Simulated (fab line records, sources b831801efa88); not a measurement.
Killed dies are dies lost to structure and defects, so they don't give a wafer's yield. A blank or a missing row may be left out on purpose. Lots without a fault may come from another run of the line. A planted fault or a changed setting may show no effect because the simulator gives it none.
Which tool did it? | flow sky130 | 13 lots, 38 wafers sampled, at 4 steps of a route of 708

WHAT THE GAUGES READ, wafer by wafer
SKY_VIA1_BOW_MEAS_03.
lot  | measured     | on            | VIA1_BOW (um)
L461 | day 33 18:34 | film_metro-04 | 84 81 81
L459 | day 33 19:32 | film_metro-04 | 79 86 84
L463 | day 34 05:16 | film_metro-02 | 88 79 84
L472 | day 37 06:01 | film_metro-03 | 82 76 69
L473 | day 37 13:26 | film_metro-02 | 81 72 78
L474 | day 37 17:13 | film_metro-04 | 78 80 86
L475 | day 37 19:10 | film_metro-02 | 91 84 74
L478 | day 39 13:22 | film_metro-03 | 82 74 86
L476 | day 39 17:20 | film_metro-04 | 91 74 80
L480 | day 39 18:37 | film_metro-02 | 74 89 75
L477 | day 39 19:30 | film_metro-04 | 83 66
L481 | day 39 20:13 | film_metro-04 | 92 92 90
L482 | day 40 02:27 | film_metro-02 | 77 87 87

SKY_VIA2_BOW_MEAS_03.
lot  | measured     | on            | VIA2_BOW (um)
L461 | day 36 01:25 | film_metro-03 | 87 84 83
L459 | day 36 03:13 | film_metro-01 | 83 89 89
L463 | day 36 12:09 | film_metro-03 | 94 87 90
L472 | day 39 10:53 | film_metro-01 | 84 80 74
L473 | day 39 18:20 | film_metro-01 | 84 76 81
L474 | day 39 22:28 | film_metro-02 | 85 86 91
L475 | day 40 00:54 | film_metro-03 | 96 90 80
L478 | day 41 17:01 | film_metro-01 | 89 82 91
L476 | day 41 20:56 | film_metro-03 | 93 78 82
L480 | day 41 23:07 | film_metro-01 | 78 93 77
L477 | day 41 23:41 | film_metro-02 | 88 72
L481 | day 42 00:58 | film_metro-01 | 98 97 95
L482 | day 42 07:02 | film_metro-01 | 83 93 96

WHICH TOOL RAN EACH LOT (tool, then ch and the chambers of the sampled wafers, then the start)
lot  | SKY_SD_P_SOFTBAKE_03              | SKY_METAL2_ETCH_18
L461 | litho_track-01 ch 0, day 25 19:52 | rie_metal-01 ch 0,1, day 36 00:09
L459 | litho_track-01 ch 0, day 25 23:49 | rie_metal-03 ch 0,1, day 36 01:58
L463 | litho_track-01 ch 0, day 26 09:06 | rie_metal-03 ch 0,1, day 36 10:55
L472 | litho_track-01 ch 0, day 29 17:13 | rie_metal-03 ch 0, day 39 09:38
L473 | litho_track-01 ch 0, day 30 00:19 | rie_metal-01 ch 0,1, day 39 17:02
L474 | litho_track-02 ch 0, day 30 06:04 | rie_metal-01 ch 1, day 39 21:04
L475 | litho_track-02 ch 0, day 30 10:34 | rie_metal-03 ch 0,1, day 39 23:40
L478 | litho_track-02 ch 0, day 32 06:58 | rie_metal-01 ch 0,1, day 41 15:43
L476 | litho_track-04 ch 0, day 32 08:35 | rie_metal-01 ch 1, day 41 19:32
L480 | litho_track-02 ch 0, day 32 10:15 | rie_metal-04 ch 1, day 41 21:49
L477 | litho_track-04 ch 0, day 32 10:33 | rie_metal-01 ch 0,1, day 41 22:26
L481 | litho_track-01 ch 0, day 32 11:12 | rie_metal-04 ch 0,1, day 41 23:44
L482 | litho_track-04 ch 0, day 32 20:38 | rie_metal-03 ch 0,1, day 42 05:19
- SKY_SD_P_SOFTBAKE_03: time 60 s.
- SKY_METAL2_ETCH_18: etches BARC in N2/H2, stops on SiO2, time 45.9 s, target depth 60 nm.

WHAT THE TOOLS THEMSELVES READ (means of the sampled wafers that have a number; where no wafer has one, the mark that the record gives instead)
SKY_SD_P_SOFTBAKE_03.
lot  | tool           | resist_line_temp_C (C) | run_length_s (s)
L461 | litho_track-01 | 22.98                  | 89.55
L459 | litho_track-01 | 22.89                  | 89.59
L463 | litho_track-01 | 22.92                  | 89.61
L472 | litho_track-01 | 23.07                  | 97.19
L473 | litho_track-01 | 22.99                  | 97.05
L474 | litho_track-02 | 22.81                  | 89.11
L475 | litho_track-02 | 22.89                  | 89.01
L478 | litho_track-02 | 22.96                  | 88.99
L476 | litho_track-04 | 22.99                  | 89.04
L480 | litho_track-02 | 22.95                  | 89.04
L477 | litho_track-04 | 23.06                  | 89.21
L481 | litho_track-01 | 22.98                  | 89.72
L482 | litho_track-04 | 22.95                  | 89.14

SKY_METAL2_ETCH_18.
lot  | tool         | drypump_motor_current_A (A) | oes_product_au (a.u.) | throttle_valve_pct (%)
L461 | rie_metal-01 | 6.0                         | 0.858                 | 13.221
L459 | rie_metal-03 | 5.1                         | 0.858                 | 13.225
L463 | rie_metal-03 | 5.2                         | 0.859                 | 13.225
L472 | rie_metal-03 | 5.0                         | 0.850                 | 13.218
L473 | rie_metal-01 | 6.0                         | 0.858                 | 13.221
L474 | rie_metal-01 | 6.3                         | 0.853                 | 13.224
L475 | rie_metal-03 | 5.2                         | 0.854                 | 13.218
L478 | rie_metal-01 | 6.2                         | 0.862                 | 13.219
L476 | rie_metal-01 | 6.3                         | 0.857                 | 13.223
L480 | rie_metal-04 | 5.9                         | 0.858                 | 13.224
L477 | rie_metal-01 | 6.1                         | 0.849                 | 13.218
L481 | rie_metal-04 | 6.0                         | 0.858                 | 13.226
L482 | rie_metal-03 | 5.2                         | 0.854                 | 13.227

THE ANSWER, worked out from the rows above alone
Rule: what is usual is taken from the lots themselves. Put in order of their means at a reading, lots are off if they are a third of the lots or fewer, leave a main group of 4 or more, and stand apart from it by a gap of 3 or more times the standard deviation of the main group's means; of several such gaps the widest counts. A main group whose means are all the same, to the digits that the tables above print for the reading, isn't used. A lot without any number at a reading at which 4 lots or more have one is off too. The other lots that the step has rows for count as sound. The gauges are gone through in route order, then the tools' own readings, and for those a lot's mean is taken as printed above. The first step at which some lot is off is used, and at that step the reading that is off furthest; a lot without a number counts as furthest.
Off: L472, L473, at SKY_SD_P_SOFTBAKE_03 (run_length_s). The main group: mean 89.27 s, standard deviation 0.27.
A tool fits if, at that step or a process step before it, it ran every lot that is off, and no sound lot after the first of them. None of those tried fits.

WHAT THE SIMULATOR HAD PUT IN
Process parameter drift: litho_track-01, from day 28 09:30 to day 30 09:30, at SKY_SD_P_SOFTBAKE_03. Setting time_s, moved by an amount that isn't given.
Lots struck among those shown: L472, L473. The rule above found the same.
